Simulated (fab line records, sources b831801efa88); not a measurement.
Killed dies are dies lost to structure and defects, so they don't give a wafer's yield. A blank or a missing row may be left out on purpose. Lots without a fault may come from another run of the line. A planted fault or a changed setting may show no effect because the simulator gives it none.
Problem report in the 8D (eight disciplines) form, filled by code | flow sky130 | the parts of the form that need people (team, actions taken, sign-off) are left out

1. THE PROBLEM
cd_nm at SKY_SD_N_CD_MEAS_07 reads a mean of 418 nm on 6 wafers of 2 lots; wafers without a fault read 380 nm with a standard deviation of 3.1. That is +12 standard deviations from the usual mean.
The step: target cd 380 nm.
First seen on wafer L482.1, day 31 17:39, on cd_sem-01. The record holds 42 wafers of 14 lots with a number at this step. Rule for "out", or "out of limits": more than 4 standard deviations from the usual mean. The other wafers with a number count as sound.

2. WHAT IT IS AND WHAT IT IS NOT
question                    | is                     | is not
which readings at this step | cd_nm                  | -
which lots                  | L482, L483             | L471, L473, L474, L481, L485, L487, L488, L489, L490, L491, L492, L493
which wafers of those lots  | all that have a number | -
read on which gauges        | cd_sem-01              | cd_sem-02
when                        | from day 31 17:39      | up to then (12 sound wafers); but 24 sound wafers of L485, L487, L488, L489, L490, L491, L492, L493 came after

3. SUSPECTS, AND WHAT RULES EACH OUT
Counting: a tool at a process step up to the reading stays a suspect if it ran every lot that is out and no sound lot after the first of them.
- the gauge at SKY_SD_N_CD_MEAS_07: ruled out. All the wafers that are out were read on cd_sem-01, but those of them that SKY_SD_N_STRIP_11 has rows for are out there too, on other tools.
- litho_track-01 at SKY_SD_N_COAT_02 (resist thk 1140 nm): ruled out as a lasting fault. Sound lots L489, L492, L490, L493 ran on it after its first lot that is out, L482 (day 31 04:00).
Left after counting: nothing in the record.

4. THE CAUSE (what the simulator had put in)
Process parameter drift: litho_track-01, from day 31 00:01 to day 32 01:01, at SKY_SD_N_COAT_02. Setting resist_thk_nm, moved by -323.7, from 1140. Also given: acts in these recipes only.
Counting ruled it out, wrongly: the rule takes a fault to strike every lot that its tool runs from its start on, and this one did not.

5. THE CHAIN OF EFFECTS, in route order
Each row: a reading whose mean over the struck wafers that have a number lies more than 3 standard deviations from the usual. Only readings for which the record gives a usual standard deviation are gone through. hours: the time from each lot's start at the first step in this table that gives one to its start at this step, as a median over the lots. sigmas: the change in usual standard deviations.
hours | step                | reading                  | usual      | on struck wafers | change | sigmas
0     | SKY_SD_N_CD_MEAS_07 | cd_nm                    | 380 nm     | 418              | +38    | +12
4     | SKY_SD_N_STRIP_11   | oes_product_au           | 0.526 a.u. | 0.485            | -0.041 | -9.6
4     | SKY_SD_N_STRIP_11   | strip_time_to_endpoint_s | 22.54 s    | 18.88            | -3.66  | -81
The process steps in it:
- SKY_SD_N_STRIP_11: strips in O2/N2.

6. WHAT WOULD HAVE CAUGHT IT SOONER
In this record the first reading out of limits at a measuring or inspecting step was taken at day 31 17:39, 18 hours after the fault began at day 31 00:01.
